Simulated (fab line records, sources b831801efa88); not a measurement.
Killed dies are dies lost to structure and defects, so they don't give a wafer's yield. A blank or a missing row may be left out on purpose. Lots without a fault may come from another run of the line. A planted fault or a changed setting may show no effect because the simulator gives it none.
A struck lot beside a sound one | flow gf180mcu | 29 steps out of a route of 602
Sound: wafers L208.1, L208.2, L208.6. Struck: wafer L201.5. (L201.6 of the same lot was not struck and is left out.) The cause comes at the end.
At each step with rows: each side's tool, then ch and its chambers, then its first start. Under that, the readings that differ: sound wafers | struck wafers | difference of the means | sigmas: that difference in standard deviations of wafers without a fault.
alike: readings whose means differ by less than 2 such deviations, and words and numbers that are the same on both sides. not compared: withheld readings, readings that some wafer has no value for, bounds like >300 that may hide the same value, and numbers for which the record gives no deviation and whose values overlap.
The two part at a step that has a row with sigmas, a row that says differs or no value, or rows on one side only. Numbers that don't overlap but have no deviation are shown without sigmas and don't part them. A reading that every wafer of one side lacks parts them only if that side has two wafers or more.

first, 4 steps without rows for these wafers: GF_V5_STRIP_19 (strips in post etch residue remover, time 1200 s); GF_V5_CLEAN_20 (cleans in DIW); GF_V5_SPUTTER_21 (material Ti, target thk 15 nm, time 80.02 s); GF_V5_SPUTTER_22 (material TiN, target thk 10 nm, time 40 s).
GF_V5_CVD_23: deposits W, target thk 350 nm, time 104.9 s.
  sound on cvd_w-01 ch 0,1, day 31 14:11; struck on cvd_w-02 ch 1, day 29 18:52
  alike: heater_power_w
GF_V5_RS_MEAS_24: measures by four-point-probe.
  sound on film_metro-03, day 31 14:17; struck on film_metro-03, day 29 18:59
  alike: V5_W_RS
GF_V5_THK_MEAS_25: measures by xrf.
  sound on film_metro-03, day 31 14:25; struck on film_metro-03, day 29 19:04
  alike: V5_W_THK
GF_V5_CMP_26: polishes, stops on SiO2, t overpolish 15 s, target thk 0 nm.
  sound on cmp-02 ch 1,3, day 31 14:31; struck on cmp-01 ch 2, day 29 19:17
  reading                | sound    | struck | difference | sigmas
  time_to_endpoint_s (s) | 86 79 81 | 93     | +11        | +3
  alike: motor_current_A, overpolish_run_s
GF_TOP_METAL_SPUTTER_00: material Ti, target thk 37.5 nm, time 150 s.
  sound on pvd_sputter-02, day 31 14:46; struck on pvd_sputter-03, day 29 19:26
  reading                | sound          | struck | difference | sigmas
  throttle_valve_pct (%) | 28.8 30.1 28.5 | 32.1   | +3.0       | +3
then, 3 steps without rows for these wafers: GF_TOP_METAL_SPUTTER_01 (material TiN, target thk 30 nm, time 25 s); GF_TOP_METAL_SPUTTER_02 (material AlCu, target thk 900 nm, time 47.82 s); GF_TOP_METAL_SPUTTER_03 (material Ti, target thk 5 nm, time 3.3 s).
GF_TOP_METAL_SPUTTER_04: material TiN, target thk 25 nm, time 20.8 s.
  sound on pvd_sputter-02, day 31 14:58; struck on pvd_sputter-03, day 29 19:35
  reading                                       | sound             | struck | difference | sigmas
  throttle_valve_pct (%)                        | 28.6 30.1 28.4    | 32.4   | +3.4       | +3
  model.TiN_of_TOP_METAL_SPUTTER_04.thk_nm (nm) | 25.64 25.65 25.45 | 14.89  | -10.69     |
GF_TOP_METAL_RS_MEAS_05: measures by four-point-probe.
  sound on film_metro-03, day 31 14:59; struck on film_metro-04, day 29 19:41
  alike: TOP_METAL_ALCU_RS
GF_TOP_METAL_THK_MEAS_06: measures by xrf.
  sound on film_metro-03, day 31 15:07; struck on film_metro-04, day 29 19:46
  reading                 | sound       | struck | difference | sigmas
  TOP_METAL_ALCU_THK (nm) | 902 885 899 | 921    | +26        | +2
then, 7 steps without rows for these wafers: GF_TOP_METAL_DEHYDRATE_07 (time 60 s); GF_TOP_METAL_HMDS_08 (prime time 60 s); GF_TOP_METAL_COAT_09 (resist thk 1500 nm); GF_TOP_METAL_SOFTBAKE_10 (time 60 s); GF_TOP_METAL_EXPOSE_11 (exposes mask MetalTop, target cd 440 nm); GF_TOP_METAL_PEB_12; GF_TOP_METAL_DEVELOP_13 (develop time 60 s).
GF_TOP_METAL_CD_MEAS_14: target cd 440 nm.
  sound on cd_sem-01, day 32 07:41; struck on cd_sem-02, day 30 13:28
  alike: cd_nm
GF_TOP_METAL_OVL_MEAS_15:
  sound on overlay-02, day 32 07:48; struck on overlay-01, day 30 13:32
  alike: TOP_METAL_OVL
GF_TOP_METAL_METAL_ETCH_16: etches the open film in Cl2/BCl3, stops on SiO2, target depth 1197 nm, time 199.5 s.
  sound on rie_metal-01 ch 0,1, day 32 07:50; struck on rie_metal-01 ch 0, day 30 13:40
  alike: drypump_motor_current_A, oes_product_au, throttle_valve_pct
  not compared: rf_hours_counter_h
GF_TOP_METAL_STRIP_17: strips in O2/N2.
  sound on plasma_asher-03 ch 0,1, day 32 08:05; struck on plasma_asher-01 ch 0, day 30 13:48
  alike: drypump_motor_current_A, heater_power_w, oes_product_au, strip_time_to_endpoint_s
  not compared: rf_hours_counter_h
GF_TOP_METAL_STRIP_18: strips in post etch residue remover, time 1200 s.
  sound on wet_bench-01 ch 1, day 32 08:11; struck on wet_bench-03 ch 0, day 30 13:50
  reading                                       | sound             | struck | difference | sigmas
  model.TiN_of_TOP_METAL_SPUTTER_04.thk_nm (nm) | 25.22 25.24 25.03 | 14.48  | -10.68     |
  alike: temp_c
then, 2 steps without rows for these wafers: GF_TOP_METAL_CLEAN_19 (cleans in DIW); GF_PASSIVATION_PROBE_99.

WHERE THEY PART
First at GF_V5_CMP_26; last, within this record, at GF_TOP_METAL_THK_MEAS_06. Later steps at which nothing parts them and some readings are alike: GF_TOP_METAL_CD_MEAS_14, GF_TOP_METAL_OVL_MEAS_15, GF_TOP_METAL_METAL_ETCH_16, GF_TOP_METAL_STRIP_17, GF_TOP_METAL_STRIP_18.

WHY: what the simulator had put in
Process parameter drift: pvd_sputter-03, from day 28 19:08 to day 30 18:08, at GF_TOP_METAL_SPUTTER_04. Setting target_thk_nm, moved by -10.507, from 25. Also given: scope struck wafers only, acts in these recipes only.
